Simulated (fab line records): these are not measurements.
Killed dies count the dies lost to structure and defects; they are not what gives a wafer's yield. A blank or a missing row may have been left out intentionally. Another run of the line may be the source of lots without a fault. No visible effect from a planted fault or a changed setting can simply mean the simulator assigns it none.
What tool caused it? :: flow sky130 :: 13 lots, 39 wafers sampled, at 4 steps of a route of 708

## WHAT THE GAUGES READ, wafer by wafer
SKY_METAL3_OVL_MEAS_14. Usual: METAL3_OVL typically reads 1 nm, with standard deviation 7.
lot: L143
measured: day 38 07:26
on: overlay-01
METAL3_OVL (nm): 9 11 7
flag: 

lot: L144
measured: day 38 21:34
on: overlay-02
METAL3_OVL (nm): -5 -8 -12
flag: 

lot: L145
measured: day 39 00:19
on: overlay-02
METAL3_OVL (nm): -3 -1 0
flag: 

lot: L146
measured: day 39 14:37
on: overlay-01
METAL3_OVL (nm): -10 -6 -6
flag: 

lot: L153
measured: day 41 17:12
on: overlay-01
METAL3_OVL (nm): 2 18 12
flag: 

lot: L155
measured: day 42 07:23
on: overlay-02
METAL3_OVL (nm): 2 13 2
flag: 

lot: L156
measured: day 42 10:46
on: overlay-02
METAL3_OVL (nm): 12 6 15
flag: 

lot: L158
measured: day 43 04:23
on: overlay-02
METAL3_OVL (nm): 1 -3 -3
flag: 

lot: L159
measured: day 43 09:41
on: overlay-02
METAL3_OVL (nm): 23 2 14
flag: 

lot: L160
measured: day 43 16:58
on: overlay-01
METAL3_OVL (nm): 3 -1 0
flag: 

lot: L163
measured: day 44 16:43
on: overlay-02
METAL3_OVL (nm): -12 -7 -11
flag: 

lot: L165
measured: day 44 19:53
on: overlay-01
METAL3_OVL (nm): -8 1 -3
flag: 

lot: L166
measured: day 45 00:44
on: overlay-01
METAL3_OVL (nm): 3 8 12
flag: 

SKY_CAP2M_RS_MEAS_03: the measuring method here is four-point-probe. Usual: CAP2M_TIN_RS typically reads 6.84 ohm/sq, with standard deviation 0.067.
lot: L143
measured: day 39 13:13
on: film-metro-03
CAP2M_TIN_RS (ohm/sq): 6.84 6.86 6.92
flag: 

lot: L144
measured: day 40 00:48
on: film-metro-03
CAP2M_TIN_RS (ohm/sq): 6.91 6.77 6.78
flag: 

lot: L145
measured: day 40 07:15
on: film-metro-04
CAP2M_TIN_RS (ohm/sq): 6.85 6.81 6.77
flag: 

lot: L146
measured: day 40 18:23
on: film-metro-03
CAP2M_TIN_RS (ohm/sq): 6.75 6.84 6.78
flag: 

lot: L153
measured: day 42 20:09
on: film-metro-04
CAP2M_TIN_RS (ohm/sq): 6.74 6.84 6.78
flag: 

lot: L155
measured: day 43 10:00
on: film-metro-03
CAP2M_TIN_RS (ohm/sq): 6.81 6.78 6.78
flag: 

lot: L156
measured: day 43 13:10
on: film-metro-03
CAP2M_TIN_RS (ohm/sq): 6.84 6.76 6.91
flag: 

lot: L158
measured: day 44 06:35
on: film-metro-04
CAP2M_TIN_RS (ohm/sq): 6.83 6.89 6.81
flag: 

lot: L159
measured: day 44 11:33
on: film-metro-03
CAP2M_TIN_RS (ohm/sq): 6.84 6.84 6.78
flag: 

lot: L160
measured: day 44 18:59
on: film-metro-03
CAP2M_TIN_RS (ohm/sq): 6.79 6.90 6.89
flag: 

lot: L163
measured: day 45 18:38
on: film-metro-04
CAP2M_TIN_RS (ohm/sq): 6.94 6.84 6.90
flag: 

lot: L165
measured: day 45 21:01
on: film-metro-03
CAP2M_TIN_RS (ohm/sq): 6.86 6.93 6.83
flag: 

lot: L166
measured: day 46 01:25
on: film-metro-04
CAP2M_TIN_RS (ohm/sq): 6.71 6.82 6.73
flag: 

SKY_PAD_OPEN_BOW_MEAS_13. Usual: PAD_OPEN_BOW typically reads 49 um, with standard deviation 8.2.
lot: L143
measured: day 45 14:02
on: film-metro-03
PAD_OPEN_BOW (um): 50 43 48
flag: 

lot: L144
measured: day 46 01:54
on: film-metro-02
PAD_OPEN_BOW (um): 50 48 46
flag: 

lot: L145
measured: day 46 07:11
on: film-metro-03
PAD_OPEN_BOW (um): 49 56 36
flag: 

lot: L146
measured: day 46 16:40
on: film-metro-03
PAD_OPEN_BOW (um): 56 51 50
flag: 

lot: L153
measured: day 48 09:27
on: film-metro-03
PAD_OPEN_BOW (um): 63 57 53
flag: 

lot: L155
measured: day 48 21:14
on: film-metro-02
PAD_OPEN_BOW (um): 49 62 47
flag: 

lot: L156
measured: day 48 22:52
on: film-metro-04
PAD_OPEN_BOW (um): 42 50 52
flag: 

lot: L158
measured: day 49 14:34
on: film-metro-02
PAD_OPEN_BOW (um): 51 62 52
flag: 

lot: L159
measured: day 49 16:50
on: film-metro-02
PAD_OPEN_BOW (um): 58 47 64
flag: 

lot: L160
measured: day 49 21:35
on: film-metro-03
PAD_OPEN_BOW (um): 39 33 46
flag: 

lot: L163
measured: day 50 17:08
on: film-metro-03
PAD_OPEN_BOW (um): 46 52 52
flag: 

lot: L165
measured: day 50 19:31
on: film-metro-02
PAD_OPEN_BOW (um): 52 43 41
flag: 

lot: L166
measured: day 50 22:56
on: film-metro-04
PAD_OPEN_BOW (um): 37 41 53
flag: 

## WHAT TOOL EACH LOT RAN ON (gives the tool, then ch and the chambers of the sampled wafers, and finally the start)
lot: L143
SKY_POLY_CUT_ETCH_10: rie-diel-02 ch 1,2,3, day 23 23:26

lot: L144
SKY_POLY_CUT_ETCH_10: rie-diel-02 ch 2,3, day 24 15:41

lot: L145
SKY_POLY_CUT_ETCH_10: rie-diel-03 ch 0,1,3, day 24 19:52

lot: L146
SKY_POLY_CUT_ETCH_10: rie-diel-03 ch 0,3, day 25 10:07

lot: L153
SKY_POLY_CUT_ETCH_10: rie-diel-02 ch 0,2, day 27 23:19

lot: L155
SKY_POLY_CUT_ETCH_10: rie-diel-02 ch 0,1,2, day 28 15:04

lot: L156
SKY_POLY_CUT_ETCH_10: rie-diel-03 ch 2,3, day 28 20:55

lot: L158
SKY_POLY_CUT_ETCH_10: rie-diel-04 ch 1,3, day 29 13:28

lot: L159
SKY_POLY_CUT_ETCH_10: rie-diel-04 ch 0,1,3, day 29 21:34

lot: L160
SKY_POLY_CUT_ETCH_10: rie-diel-04 ch 1,2, day 30 05:53

lot: L163
SKY_POLY_CUT_ETCH_10: rie-diel-02 ch 2,3, day 31 12:38

lot: L165
SKY_POLY_CUT_ETCH_10: rie-diel-02 ch 0,1,3, day 31 18:11

lot: L166
SKY_POLY_CUT_ETCH_10: rie-diel-02 ch 0,1,3, day 31 23:58
- SKY_POLY_CUT_ETCH_10: etches BARC in N2/H2, stops on SiO2, time 45.9 s, target depth 60 nm.

## WHAT THE TOOLS THEMSELVES READ (means of the sampled wafers that have a number; where no wafer has one, the mark that the record gives instead)
SKY_POLY_CUT_ETCH_10. Usual: drypump-motor-current-A 5.6 A, standard deviation 0.46; oes-product-au 0.856 a.u., standard deviation 0.0048; throttle-valve-pct 13.225 %, standard deviation 0.009.
lot: L143
tool: rie-diel-02
drypump-motor-current-A (A): 5.5
oes-product-au (a.u.): 0.857
throttle-valve-pct (%): 13.225
flag: 

lot: L144
tool: rie-diel-02
drypump-motor-current-A (A): 5.4
oes-product-au (a.u.): 0.852
throttle-valve-pct (%): 13.221
flag: 

lot: L145
tool: rie-diel-03
drypump-motor-current-A (A): 5.5
oes-product-au (a.u.): 0.852
throttle-valve-pct (%): 13.227
flag: 

lot: L146
tool: rie-diel-03
drypump-motor-current-A (A): 5.7
oes-product-au (a.u.): 0.860
throttle-valve-pct (%): 13.220
flag: 

lot: L153
tool: rie-diel-02
drypump-motor-current-A (A): 5.7
oes-product-au (a.u.): 0.860
throttle-valve-pct (%): 13.231
flag: 

lot: L155
tool: rie-diel-02
drypump-motor-current-A (A): 5.8
oes-product-au (a.u.): 0.858
throttle-valve-pct (%): 13.221
flag: 

lot: L156
tool: rie-diel-03
drypump-motor-current-A (A): 5.6
oes-product-au (a.u.): 0.857
throttle-valve-pct (%): 13.223
flag: 

lot: L158
tool: rie-diel-04
drypump-motor-current-A (A): 5.8
oes-product-au (a.u.): 0.860
throttle-valve-pct (%): 13.222
flag: 

lot: L159
tool: rie-diel-04
drypump-motor-current-A (A): 5.6
oes-product-au (a.u.): 0.854
throttle-valve-pct (%): 13.230
flag: 

lot: L160
tool: rie-diel-04
drypump-motor-current-A (A): 5.5
oes-product-au (a.u.): 0.857
throttle-valve-pct (%): 13.227
flag: 

lot: L163
tool: rie-diel-02
drypump-motor-current-A (A): 5.2
oes-product-au (a.u.): 0.854
throttle-valve-pct (%): 13.230
flag: 

lot: L165
tool: rie-diel-02
drypump-motor-current-A (A): 5.6
oes-product-au (a.u.): 0.855
throttle-valve-pct (%): 13.221
flag: 

lot: L166
tool: rie-diel-02
drypump-motor-current-A (A): 5.6
oes-product-au (a.u.): 0.854
throttle-valve-pct (%): 13.230
flag: 

## THE ANSWER, worked out from the rows above alone
Rule: a lot counts as off when the mean over its wafers that have a number is more than 3 standard deviations away from the usual mean. Also off: a lot with no number at a reading for which 4 or more lots have one. The other lots that the step has rows for count as sound. Order of review: gauges by route order, followed by the tools' own readings, for which a lot's mean as printed above is used. The first step at which some lot is off is used, and at that step the reading that is off furthest; a lot without a number counts as furthest.
Across all readings shown, no lot is off: no conclusion can be drawn from this.

## WHAT HAD BEEN PUT IN BY THE SIMULATOR
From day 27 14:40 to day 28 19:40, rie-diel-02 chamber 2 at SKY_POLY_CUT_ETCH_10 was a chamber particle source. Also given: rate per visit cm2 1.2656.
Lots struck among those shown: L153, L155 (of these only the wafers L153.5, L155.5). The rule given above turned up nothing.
